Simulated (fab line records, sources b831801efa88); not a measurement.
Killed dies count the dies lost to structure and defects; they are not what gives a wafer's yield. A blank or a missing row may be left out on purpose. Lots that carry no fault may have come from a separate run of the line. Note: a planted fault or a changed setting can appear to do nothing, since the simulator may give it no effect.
One fault seen from 2 desks ; flow gf180mcu ; each desk has only its own numbers; what lay behind them comes last

FROM THE METROLOGY DESK
What the gauges read, lot by lot, whatever tool the lot ran on: means of the sampled wafers that have a number. A lot is out of limits, marked OUT, if its mean lies more than 4 standard deviations from the usual mean; the brackets give that distance.
Columns: A = cd_nm at GF_TOP_METAL_CD_MEAS_14, usual 440.7 nm; B = TOP_METAL_OVL at GF_TOP_METAL_OVL_MEAS_15, usual 0.5 nm; C = PASSIVATION_CVD_00_THK at GF_PASSIVATION_THK_MEAS_01, usual 1001 nm
lot;first seen here;A;B;C
L721;day 27 20:42;441.9;-0.3;1006
L722;day 28 06:25;439.8;1.4;1003
L724;day 29 07:43;441.7;-0.6;940 (-4.7) OUT
L728;day 30 11:20;439.8;-1.2;903 (-7.5) OUT
L737;day 32 08:31;442.4;0.5;1008
L742;day 33 20:27;437.3;1.3;994
This desk's result: L724, L728 out of limits, first on L724 (PASSIVATION_CVD_00_THK at GF_PASSIVATION_THK_MEAS_01), day 29 08:40. Within limits: L721, L722, L737, L742.

AT THE TOOL OWNER'S DESK: pecvd-01
The tool's own readings at GF_PASSIVATION_CVD_00 (deposits SiO2 from TEOS, target thk 1000 nm, time 111.95 s): means of the sampled wafers that have a number, for each lot that ran on this tool. A lot is out of limits, marked OUT, if its mean lies more than 4 standard deviations from the usual mean; the brackets give that distance.
Columns: A = heater_power_w at GF_PASSIVATION_CVD_00, usual 706 W; B = rf_fwd_power_W at GF_PASSIVATION_CVD_00, usual 596.5 W; C = run_length_s at GF_PASSIVATION_CVD_00, usual 139.6 s
lot;first seen here;A;B;C
L722;day 28 07:20;624;596.4;139.7
L724;day 29 08:35;667;595.5;133.7 (-13) OUT
L728;day 30 12:11;581;-;129.6 (-23) OUT
Finding of this desk: L724, L728 out of limits; the first was L724 at day 29 08:35, on run_length_s at GF_PASSIVATION_CVD_00. Within limits: L722.

ALL TOGETHER
The tool owner's desk could have raised an alarm at day 29 08:35, on L724, L728.
L724, L728 would have let the metrology desk raise an alarm at day 29 08:40.
Every lot named ran GF_PASSIVATION_CVD_00 on pecvd-01.

WHAT THE SIMULATOR HAD INSERTED
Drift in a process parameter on pecvd-01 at GF_PASSIVATION_CVD_00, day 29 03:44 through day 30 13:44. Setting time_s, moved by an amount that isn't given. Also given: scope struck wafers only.
Struck lots among those shown: L724, L728.
Fault start to first reading out of limits, in hours, per desk: tool owner, 5; metrology, 5.
